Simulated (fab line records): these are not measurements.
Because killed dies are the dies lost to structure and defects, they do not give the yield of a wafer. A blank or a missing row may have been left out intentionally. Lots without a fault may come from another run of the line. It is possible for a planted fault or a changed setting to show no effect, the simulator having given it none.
Code-filled problem report in 8D (eight disciplines) form -- flow gf180mcu -- the parts of the form that need people (team, actions taken, sign-off) are left out

## 1. THE PROBLEM
DUAL_GATE_OXIDATION_00_THK at GF_DUAL_GATE_THK_MEAS_03 reads a mean of 13.96 nm on 9 wafers of 3 lots; wafers without a fault read 10.85 nm with a standard deviation of 0.2. Relative to the usual mean, that is a shift of +16 standard deviations.
Seen first at day 9 21:19 on filmMetro-04, wafer L370.1. The record holds 39 wafers of 13 lots with a number at this step. By rule, "out" or "out of limits" means more than 4 standard deviations away from the usual mean. Any other wafer with a number is counted as sound.

## 2. WHAT IT IS, WHAT IT ISN'T
question,is,is not
which readings at this step,DUAL_GATE_OXIDATION_00_THK,-
which lots,"L370, L371, L372","L362, L363, L374, L376, L378, L379, L380, L382, L383, L385"
which wafers of those lots,all that have a number,-
read on which gauges,filmMetro-04,"filmMetro-01, filmMetro-02"
when,from day 9 21:19,"up to then (6 sound wafers); but 24 sound wafers of L374, L376, L378, L379, L380, L382, L383, L385 came after"

## 3. THE SUSPECTS, EACH WITH WHAT RULES IT OUT
Counting: a tool stays on the suspect list if, at a process step up to the reading, it processed all lots that are out and no sound lot following the first of them.
- the gauge at GF_DUAL_GATE_THK_MEAS_03: kept. All the wafers that are out were read on filmMetro-04, and no step on other tools shows them out.
- furnace-02 at GF_DUAL_GATE_OXIDATION_02 (stabilise 600 s, purge 300 s, target thk 10.887 nm): ruled out as a lasting fault. Sound lots L380, L382, L383 ran on it after its first lot that is out, L370 (day 9 19:52).
Left after counting: filmMetro-04 at GF_DUAL_GATE_THK_MEAS_03.

## 4. THE CAUSE (what the simulator had put in)
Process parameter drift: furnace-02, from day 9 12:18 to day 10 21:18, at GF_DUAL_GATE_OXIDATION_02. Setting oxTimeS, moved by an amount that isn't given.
The count ruled it out by mistake, since the rule takes a fault to strike every lot its tool runs from the start of the fault on, and this one did not do so.

## 5. THE EFFECT CHAIN, in route order
Each row: a reading whose mean over the struck wafers that have a number lies more than 3 standard deviations from the usual. Scope: only readings with a usual standard deviation given in the record; hours: median across lots of the time from each lot's start at the first step in this table that gives one to its start at this step; sigmas: change in usual standard deviations.
hours,step,reading,usual,on struck wafers,change,sigmas
0,GF_DUAL_GATE_THK_MEAS_03,DUAL_GATE_OXIDATION_00_THK,10.85 nm,13.96,+3.11,+16

## 6. WHAT WOULD HAVE CAUGHT IT SOONER
9 hours passed between the start of the fault at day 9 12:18 and the first reading out of limits at a measuring or inspecting step in this record, taken at day 9 21:19.
No tool reading at GF_DUAL_GATE_OXIDATION_02 that has a usual standard deviation in the record was out on any struck wafer, so an alarm limit of 4 standard deviations on those readings would not have fired.
